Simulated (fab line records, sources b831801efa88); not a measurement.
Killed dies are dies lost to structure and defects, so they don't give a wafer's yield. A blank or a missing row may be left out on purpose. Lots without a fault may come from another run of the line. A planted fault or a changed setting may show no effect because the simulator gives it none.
Chamber matching | flow sky130 | SKY_FIELD_ISO_ETCH_15 on rie_diel-04: 4 sister chambers
The step etches the open film in CHF3/O2, stops on Si, target depth 180 nm, time 72 s. 8 wafers are shown with their chamber, then 8 later ones without.

WAFERS WITH THEIR CHAMBER
wafer  | chamber | drypump_motor_current_A (A) | throttle_valve_pct (%)
L538.1 | 3       | 5.8                         | 8.840
L538.4 | 1       | 6.2                         | 8.841
L538.5 | 2       | 6.1                         | 8.856
L540.4 | 3       | 5.8                         | 8.856
L540.5 | 1       | 6.1                         | 8.847
L542.3 | 2       | 6.1                         | 8.831
L542.6 | 0       | 5.5                         | 8.850
L550.2 | 0       | 5.5                         | 8.845

WAFERS WITHOUT THEIR CHAMBER
wafer  | drypump_motor_current_A (A) | throttle_valve_pct (%)
L550.3 | 6.2                         | 8.858
L550.4 | 6.1                         | 8.855
L556.1 | 5.6                         | 8.837
L556.2 | 6.1                         | 8.847
L556.5 | 5.5                         | 8.847
L557.1 | 5.5                         | 8.844
L557.2 | 6.2                         | 8.840
L557.4 | 5.8                         | 8.852

WHICH CHAMBER EACH WENT THROUGH
wafer  | from the rows above     | in truth
L550.3 | can't be placed: 1 or 2 | 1
L550.4 | can't be placed: 2 or 1 | 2
L556.1 | 0                       | 0
L556.2 | can't be placed: 2 or 1 | 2
L556.5 | 0                       | 0
L557.1 | 0                       | 0
L557.2 | can't be placed: 1 or 2 | 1
L557.4 | 3                       | 3
Placed correctly: 4 of 8. Can't be placed from these rows: 4 (the true chamber is among the candidates in 4). Placed wrongly: 0.
How it was worked out, from the rows above alone: a wafer's distance from a chamber is the root of the sum, over the readings, of the square of ((its reading less the chamber's mean) divided by the reading's scatter). The wafer belongs to the nearest chamber; if the next one is less than 2 further off, it can't be placed. A chamber's mean is the mean of its shown wafers. The scatter: the root of (the sum of the squares of (reading less its chamber's mean) over the shown wafers, divided by (wafers less chambers)).
